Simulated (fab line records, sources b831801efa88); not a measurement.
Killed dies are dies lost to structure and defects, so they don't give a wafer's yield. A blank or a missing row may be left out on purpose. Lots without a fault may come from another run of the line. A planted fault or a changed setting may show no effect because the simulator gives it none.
Which tool did it? | flow sky130 | 12 lots, 36 wafers sampled, at 2 steps of a route of 708

WHAT THE GAUGES READ, wafer by wafer
SKY_CAPM_THK_MEAS_01.
lot  | measured     | on            | CAPM_CVD_00_THK (nm)
L075 | day 36 20:22 | film_metro-03 | 15.45 15.65 16.09
L077 | day 37 01:17 | film_metro-02 | 15.63 15.61 15.96
L079 | day 38 00:25 | film_metro-03 | 15.83 16.02 15.52
L081 | day 38 19:40 | film_metro-01 | 15.55 15.60 15.83
L083 | day 39 04:29 | film_metro-01 | 15.26 15.26 15.73
L085 | day 39 18:31 | film_metro-03 | 15.62 15.50 15.60
L087 | day 40 09:06 | film_metro-01 | 15.35 15.46 15.82
L089 | day 40 23:41 | film_metro-03 | 15.67 16.10 15.64
L091 | day 41 16:17 | film_metro-02 | 15.24 15.64 15.39
L093 | day 42 04:10 | film_metro-03 | 15.25 15.59 15.30
L095 | day 42 16:20 | film_metro-03 | 15.80 15.53 15.24
L097 | day 43 16:19 | film_metro-03 | 15.50 15.29 15.40

WHICH TOOL RAN EACH LOT (tool, then ch and the chambers of the sampled wafers, then the start)
lot  | SKY_METAL1_SPUTTER_01
L075 | pvd_sputter-03, day 32 03:29
L077 | pvd_sputter-01, day 32 10:46
L079 | pvd_sputter-03, day 33 10:12
L081 | pvd_sputter-04, day 34 06:50
L083 | pvd_sputter-04, day 34 14:46
L085 | pvd_sputter-03, day 35 07:06
L087 | pvd_sputter-03, day 35 23:26
L089 | pvd_sputter-03, day 36 12:09
L091 | pvd_sputter-01, day 37 07:06
L093 | pvd_sputter-04, day 37 19:48
L095 | pvd_sputter-04, day 38 08:52
L097 | pvd_sputter-03, day 39 11:19
- SKY_METAL1_SPUTTER_01: material TiN, target thk 20 nm, time 16.7 s.

THE ANSWER, worked out from the rows above alone
Rule: what is usual is taken from the lots themselves. Put in order of their means at a reading, lots are off if they are a third of the lots or fewer, leave a main group of 4 or more, and stand apart from it by a gap of 3 or more times the standard deviation of the main group's means; of several such gaps the widest counts. A main group whose means are all the same, to the digits that the tables above print for the reading, isn't used. A lot without any number at a reading at which 4 lots or more have one is off too. The other lots that the step has rows for count as sound.
No lot is off at any reading shown: from this, nothing can be told.

WHAT THE SIMULATOR HAD PUT IN
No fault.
